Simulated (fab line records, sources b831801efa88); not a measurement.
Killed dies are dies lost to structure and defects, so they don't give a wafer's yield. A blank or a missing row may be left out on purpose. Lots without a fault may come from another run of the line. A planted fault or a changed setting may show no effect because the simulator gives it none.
A struck lot beside a sound one | flow gf180mcu | 16 steps out of a route of 602
Sound: wafers L973.1, L973.3, L973.4. Struck: wafers L983.1, L983.5. (L983.2 of the same lot was not struck and is left out.) The cause comes at the end.
At each step with rows: each side's tool, then ch and its chambers, then its first start. Under that, the readings that differ: sound wafers | struck wafers | difference of the means | sigmas: that difference in standard deviations of wafers without a fault.
alike: readings whose means differ by less than 2 such deviations, and words and numbers that are the same on both sides. not compared: withheld readings, readings that some wafer has no value for, bounds like >300 that may hide the same value, and numbers for which the record gives no deviation and whose values overlap.
The two part at a step that has a row with sigmas, a row that says differs or no value, or rows on one side only. Numbers that don't overlap but have no deviation are shown without sigmas and don't part them. A reading that every wafer of one side lacks parts them only if that side has two wafers or more.

GF_M2_SPUTTER_04: material TiN, target thk 50 nm, time 41.7 s.
  sound on pvd_sputter-02, day 18 20:40; struck on pvd_sputter-02, day 22 21:15
  alike: chamber_pressure_pa, throttle_valve_pct
GF_M2_RS_MEAS_05: measures by four-point-probe.
  sound on film_metro-03, day 18 20:42; struck on film_metro-03, day 22 21:17
  alike: M2_ALCU_RS
GF_M2_THK_MEAS_06: measures by xrf.
  sound on film_metro-03, day 18 20:49; struck on film_metro-03, day 22 21:25
  alike: M2_ALCU_THK
then, 7 steps without rows for these wafers: GF_M2_DEHYDRATE_07 (time 60 s); GF_M2_HMDS_08 (prime time 60 s); GF_M2_COAT_09 (resist thk 1000 nm); GF_M2_SOFTBAKE_10 (time 60 s); GF_M2_EXPOSE_11 (exposes mask Metal2, target cd 280 nm); GF_M2_PEB_12 (peb time 90 s); GF_M2_DEVELOP_13 (develop time 60 s).
GF_M2_CD_MEAS_14: target cd 280 nm.
  sound on cd_sem-01, day 19 21:43; struck on cd_sem-01, day 23 20:07
  alike: cd_nm
GF_M2_OVL_MEAS_15:
  sound on overlay-01, day 19 21:50; struck on overlay-01, day 23 20:14
  alike: M2_OVL
GF_M2_METAL_ETCH_16: etches the open film in Cl2/BCl3, stops on SiO2, target depth 750.8 nm, time 125.1 s.
  sound on rie_metal-02 ch 1, day 19 21:53; struck on rie_metal-02 ch 0, day 23 20:16
  reading                             | sound             | struck      | difference                    | sigmas
  rf_fwd_power_W (W)                  | 793 795 797       | - -         | no value on the struck wafers |
  run_length_s (s)                    | 152.9 153.0 153.4 | 148.1 147.8 | -5.2                          | -13
  model.KrF_of_M2_COAT_09.thk_nm (nm) | 685.5 681.3 683.1 | 700.9 699.7 | +17.0                         |
  alike: drypump_motor_current_A, oes_product_au, throttle_valve_pct
  not compared: rf_hours_counter_h
GF_M2_STRIP_17: strips in O2/N2.
  sound on plasma_asher-04 ch 0,1, day 19 22:08; struck on plasma_asher-01 ch 0, day 23 20:24
  reading                      | sound             | struck      | difference | sigmas
  drypump_motor_current_A (A)  | 5.24 5.23 5.34    | 6.03 6.02   | +0.75      | +3
  oes_product_au (a.u.)        | 0.541 0.541 0.535 | 0.552 0.544 | +0.009     | +2
  strip_time_to_endpoint_s (s) | 7.386 7.352 7.365 | 7.530 7.534 | +0.164     | +5
  alike: heater_power_w, n2_flow_sccm
  not compared: rf_hours_counter_h
then, 2 steps without rows for these wafers: GF_M2_STRIP_18 (strips in post etch residue remover, time 1200 s); GF_PASSIVATION_PROBE_99.

WHERE THEY PART
First at GF_M2_METAL_ETCH_16; last, within this record, at GF_M2_STRIP_17.

WHY: what the simulator had put in
Process parameter drift: rie_metal-02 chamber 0, from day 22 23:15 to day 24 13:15, at GF_M2_METAL_ETCH_16. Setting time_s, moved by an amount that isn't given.
